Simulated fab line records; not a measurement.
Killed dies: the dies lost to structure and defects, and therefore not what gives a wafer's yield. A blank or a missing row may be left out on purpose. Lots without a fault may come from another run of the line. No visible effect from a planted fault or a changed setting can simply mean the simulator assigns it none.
Matching of chambers ; flow sfq line ; SFQ_TRILAYER_I3_CMP_CMP_082 on cmp-01: 4 sister chambers
The step polishes SiO2. 4 wafers are shown with their chamber, then 8 later ones without.

## WAFERS, EACH WITH ITS CHAMBER
wafer;chamber;motor current A (A)
L357.3;1;10.9
L370.5;2;9.5
L373.1;3;9.7
L374.3;0;10.0

## WAFERS WITH NO CHAMBER GIVEN
wafer;motor current A (A)
L374.1;9.9
L374.5;9.2
L376.1;9.5
L376.3;9.5
L376.6;11.0
L377.2;11.1
L377.3;9.9
L377.4;9.5

## CHAMBER TAKEN BY EACH
wafer;from the rows above;in truth
L374.1;can't be placed: 0 or 3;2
L374.5;can't be placed: 2 or 3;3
L376.1;can't be placed: 2 or 3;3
L376.3;can't be placed: 2 or 3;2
L376.6;1;1
L377.2;1;1
L377.3;can't be placed: 0 or 3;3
L377.4;can't be placed: 2 or 3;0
Correct placement for 2 of the 8. Cannot be placed on the basis of these rows: 6; the candidates contain the true chamber in 4. 0 placed wrongly.
How it was worked out, from the rows above alone: a wafer's distance from a chamber is the root of the sum, over the readings, of the square of ((its reading less the chamber's mean) divided by the reading's scatter). The wafer belongs to the nearest chamber; if the next one is less than 2 further off, it can't be placed. The mean given for a chamber averages the wafers shown for that chamber. The scatter (one wafer shown for each chamber): square how far every hidden wafer sits from the nearest shown wafer, average those squares and take the square root.
